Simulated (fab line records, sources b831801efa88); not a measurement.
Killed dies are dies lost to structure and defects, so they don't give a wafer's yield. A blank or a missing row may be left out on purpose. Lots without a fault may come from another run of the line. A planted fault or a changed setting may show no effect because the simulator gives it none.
fab line records | flow sky130 | part 2 of 2: steps 25 to 35 of 35
record lots=5 wafers=15 last_day=49
route steps=708 shown METAL4@624 VIA4@639
lots that met no fault: from a run of the same line without faults
start_h: hours from the record's first day to the start of the lot's first wafer shown | wait_h: hours since the lot's step before | " the same as in the row above | L1.1+2: a row that stands for several wafers | - no value, or no start given | * or withheld: withheld | < > ~ a bound
route shown NAME@n: a module of which the file shows steps, and the number in the route of the first | usual: mean/standard deviation of fault-free wafers | same: alike in all rows | chamber/n: place in a boat | sites: the reading at each site | _std_site: their standard deviation | _edge_site: outer sites' mean less inner sites' | radius_mm: how far each site lies from the wafer's centre | mask NAME#n: copy n | behind: the tool/chamber that last shaped the wafer | hold: why the lot was held/for how many hours/how that ended | device: the transistor (n, p or np) that didn't switch | end of line: the same wafers' tests at the end of the route | a step without rows: its recipe alone | killed: dies lost to structure and defects at the first sort, not the wafer's yield | map: a wafer's dies, x killed, . not, _ none there
set.NAME: the setting as run; set.NAME@STEP: as run at that earlier step | model.NAME: the simulator's own value behind a step, which no gauge read
lots at some steps of the route; a table a step, a row a wafer
services: from which hour (start_h, from the record's first day; less than 0 if before it) a tool's chamber was out of use, for how many hours, and why
## steps
# step SKY_VIA4_PEB_09
# recipe temp_c=withheld time_s=* resist=NOVOLAK
# usual chill_plate_temp_C=*
# columns lot.wafer tool chamber start_h wait_h chill_plate_temp_C
L074.2 litho_track-02 0 - - *
L074.3 " 0 " " *
L074.5 " 0 " " *
L077.1 litho_track-04 0 - - *
L077.2 " 0 " " *
L077.6 " 0 " " *
L082.1 litho_track-04 0 - - *
L082.3 " 0 " " *
L082.4 " 0 " " *
L092.1 litho_track-01 0 - - *
L092.5 " 0 " " *
L092.6 " 0 " " *
L094.1 litho_track-02 0 - - *
L094.4 " 0 " " *
L094.6 " 0 " " *
# step SKY_VIA4_DEVELOP_10
# recipe resist=NOVOLAK developer=TMAH develop_time_s=60 dev_temp_c=23
# usual chill_plate_temp_C=22.99/0.11
# columns lot.wafer tool chamber start_h wait_h chill_plate_temp_C
L074.2 litho_track-02 0 1016.54 0.1 23.07
L074.3 " 0 " " 23.10
L074.5 " 0 " " 23.01
L077.1 litho_track-04 0 1037.43 0.1 23.12
L077.2 " 0 " " 23.03
L077.6 " 0 " " 23.21
L082.1 litho_track-04 0 1058.73 0.1 23.14
L082.3 " 0 " " 23.05
L082.4 " 0 " " 23.01
L092.1 litho_track-01 0 1111.14 0.1 23.04
L092.5 " 0 " " 23.09
L092.6 " 0 " " 23.05
L094.1 litho_track-02 0 1122.51 0.1 23.13
L094.4 " 0 " " 23.17
L094.6 " 0 " " 22.93
# step SKY_VIA4_OVL_MEAS_11
# usual VIA4_OVL=0.3/1.3
# columns lot.wafer tool chamber start_h wait_h VIA4_OVL[nm]
L074.2 overlay-01 - 1016.67 0.1 0.4
L074.3 " - " " 0.7
L074.5 " - " " -1.5
L077.1 overlay-01 - 1037.58 0.1 0.5
L077.2 " - " " 1.0
L077.6 " - " " -0.2
L082.1 overlay-02 - 1058.88 0.1 -0.9
L082.3 " - " " -0.7
L082.4 " - " " -1.0
L092.1 overlay-01 - 1111.29 0.1 0.2
L092.5 " - " " 2.0
L092.6 " - " " -0.6
L094.1 overlay-02 - 1122.66 0.1 -0.1
L094.4 " - " " -0.4
L094.6 " - " " 0.6
# step SKY_VIA4_ETCH_12
# recipe target=SiO2 chemistry=C4F8/O2/Ar stop_on=TiN mask_material=NOVOLAK source_w=1500 bias_w=1200 pressure_mtorr=40 c4f8_flow_sccm=withheld O2_flow_sccm=6 Ar_flow_sccm=300 time_s=withheld target_depth_a=5800
# usual oes_product_au=0.926/0.0052
# columns lot.wafer tool chamber start_h wait_h oes_product_au
L074.2 rie_diel-04 0 1016.70 0.0 0.926
L074.3 " 2 " " 0.932
L074.5 " 2 " " 0.929
L077.1 rie_diel-02 1 1037.62 0.0 0.931
L077.2 " 3 " " 0.918
L077.6 " 1 " " 0.926
L082.1 rie_diel-03 1 1058.92 0.0 0.924
L082.3 " 2 " " 0.935
L082.4 " 0 " " 0.928
L092.1 rie_diel-04 0 1111.33 0.0 0.917
L092.5 " 2 " " 0.921
L092.6 " 1 " " 0.923
L094.1 rie_diel-03 0 1122.70 0.0 0.933
L094.4 " 0 " " 0.933
L094.6 " 1 " " 0.929
# step SKY_VIA4_STRIP_13
# recipe chemistry=O2/N2 power_w=1400 pressure_mtorr=1500 platen_temp_c=withheld o2_flow_sccm=3000 n2_flow_sccm=300 overash_fraction=0.5
# usual drypump_motor_current_A=5.68/0.24 oes_product_au=0.709/0.0049 strip_time_to_endpoint_s=12.808/0.026
# columns lot.wafer tool chamber start_h wait_h drypump_motor_current_A oes_product_au rf_hours_counter_h strip_time_to_endpoint_s
L074.2 plasma_asher-01 0 1016.77 - 5.56 0.702 83 12.795
L074.3 " 0 " " 5.57 0.711 - 12.823
L074.5 " 1 " " 5.74 0.707 - 12.806
L077.1 plasma_asher-04 0 1037.69 - 5.39 0.712 28 12.874
L077.2 " 1 " " 5.90 0.704 28 12.834
L077.6 " 0 " " 5.43 0.711 - 12.798
L082.1 plasma_asher-01 0 1058.99 - 5.55 0.719 87 12.783
L082.3 " 0 " " 5.58 0.710 - 12.794
L082.4 " 1 " " 5.70 0.706 - 12.812
L092.1 plasma_asher-01 0 1111.40 - 5.57 0.708 90 12.783
L092.5 " 0 " " 5.56 0.705 - 12.839
L092.6 " 1 " " 5.69 0.705 - 12.804
L094.1 plasma_asher-01 1 1122.77 - 5.73 0.713 92 12.828
L094.4 " 1 " " 5.69 0.711 - 12.824
L094.6 " 1 " " 5.73 0.712 - 12.786
# step SKY_VIA4_STRIP_14
# recipe chemistry=post_etch_residue_remover time_s=1200 temp_c=72.5
# columns lot.wafer tool chamber start_h wait_h
L074.2+3+5 wet_bench-01 0 1016.87 0.1
L077.1+2+6 wet_bench-01 2 1037.79 0.1
L082.1+3+4 wet_bench-01 0 1059.13 0.1
L092.1+5+6 wet_bench-01 2 1111.50 0.1
L094.1+4+6 wet_bench-01 2 1122.87 0.1
# step SKY_VIA4_CLEAN_15
# recipe chemistry=IPA time_s=180 temp_c=25
# columns lot.wafer tool chamber start_h wait_h
L074.2+3+5 wet_bench-03 3 1017.21 0.0
L077.1+2+6 wet_bench-04 3 1038.16 0.0
L082.1+3+4 wet_bench-04 2 1059.47 0.0
L092.1+5+6 wet_bench-04 1 1111.84 0.0
L094.1+4+6 wet_bench-03 3 1123.56 0.0
# step SKY_VIA4_CLEAN_16
# recipe chemistry=O3/DIW dry=n2_spin
# columns lot.wafer tool chamber start_h wait_h
L074.2+3+5 wet_bench-01 1 1017.27 0.0
L077.1+2+6 wet_bench-03 3 1038.23 0.0
L082.1+3+4 wet_bench-03 3 1059.53 0.0
L092.1+5+6 wet_bench-03 2 1111.90 0.0
L094.1+4+6 wet_bench-01 2 1123.61 0.0
# step SKY_VIA4_SPUTTER_17
# recipe material=TiN target_thk_nm=20 chamber_pressure_pa=5 power_w=4000 time_s=80
# usual throttle_valve_pct=30.2/1.2
# columns lot.wafer tool chamber start_h wait_h throttle_valve_pct
L074.2 pvd_sputter-02 - 1017.36 0.0 33.1
L074.3 " - " " 32.1
L074.5 " - " " 30.5
L077.1 pvd_sputter-01 - 1038.32 0.0 30.0
L077.2 " - " " 29.5
L077.6 " - " " 30.0
L082.1 pvd_sputter-02 - 1059.62 0.0 32.2
L082.3 " - " " 30.2
L082.4 " - " " 33.0
L092.1 pvd_sputter-02 - 1111.99 0.0 29.6
L092.5 " - " " 30.4
L092.6 " - " " 33.1
L094.1 pvd_sputter-01 - 1123.80 0.0 29.6
L094.4 " - " " 29.7
L094.6 " - " " 29.5
# step SKY_VIA4_CVD_18
# recipe material=W target_thk_nm=505 time_s=152.14 temp_c=400 pressure_torr=40
# usual heater_power_outer_w=522/32 heater_power_w=843/43
# columns lot.wafer tool chamber start_h wait_h heater_power_outer_w heater_power_w
L074.2 cvd_w-02 1 1017.42 0.0 561 812
L074.3 " 1 " " 558 796
L074.5 " 1 " " 554 813
L077.1 cvd_w-02 1 1038.38 0.0 547 827
L077.2 " 0 " " 524 903
L077.6 " 1 " " 544 815
L082.1 cvd_w-01 0 1059.68 0.0 557 884
L082.3 " 0 " " 550 848
L082.4 " 1 " " 474 795
L092.1 cvd_w-01 0 1112.05 0.0 541 851
L092.5 " 0 " " 545 873
L092.6 " 1 " " 478 793
L094.1 cvd_w-01 1 1123.86 0.0 482 800
L094.4 " 1 " " 482 782
L094.6 " 1 " " 485 787
# step SKY_VIA4_RS_MEAS_19
# recipe thk_meas_gauge=four-point-probe reads=W_of_VIA4_CVD_18+TiN_of_VIA4_SPUTTER_17
# usual VIA4_W_RS=0.2274/0.0027
# columns lot.wafer tool chamber start_h wait_h VIA4_W_RS[ohm/sq]
L074.2 film_metro-03 - 1017.60 0.1 0.2294
L074.3 " - " " 0.2260
L074.5 " - " " 0.2280
L077.1 film_metro-02 - 1038.53 0.1 0.2223
L077.2 " - " " 0.2248
L077.6 " - " " 0.2237
L082.1 film_metro-01 - 1059.83 0.1 0.2290
L082.3 " - " " 0.2292
L082.4 " - " " 0.2289
L092.1 film_metro-01 - 1112.20 0.1 0.2255
L092.5 " - " " 0.2231
L092.6 " - " " 0.2283
L094.1 film_metro-03 - 1124.01 0.1 0.2319
L094.4 " - " " 0.2332
L094.6 " - " " 0.2354
## services
# columns tool chamber start_h hours kind
rie_diel-04 - 958.96 0.9 repair
krf_scanner-01 - 962.31 1.0 repair
krf_scanner-01 - 963.55 1.0 pm
iline_stepper-01 - 966.89 15.3 repair
rie_diel-04 3 971.39 16.7 repair
rie_diel-04 1 975.23 2.0 repair
rie_metal-03 - 977.28 0.4 repair
rie_diel-04 2 980.70 5.0 repair
pvd_sputter-02 - 981.83 1.2 repair
cmp-01 - 981.85 2.8 repair
rie_diel-04 1 982.26 9.3 repair
rie_diel-03 1 982.64 3.1 repair
rie_metal-03 - 987.98 0.6 repair
wet_bench-04 - 1005.68 13.1 repair
hdpcvd-02 0 1008.75 2.3 repair
rie_diel-03 1 1012.42 6.3 repair
plasma_asher-01 - 1064.74 21.8 pm
cmp-01 - 1070.34 0.4 repair
rie_metal-04 0 1083.74 28.2 repair
cmp-01 - 1084.30 4.0 pm
iline_stepper-01 - 1096.95 1.7 pm
iline_stepper-01 - 1104.90 6.1 repair
rie_metal-04 - 1105.14 0.3 repair
cmp-01 - 1114.30 7.5 pm
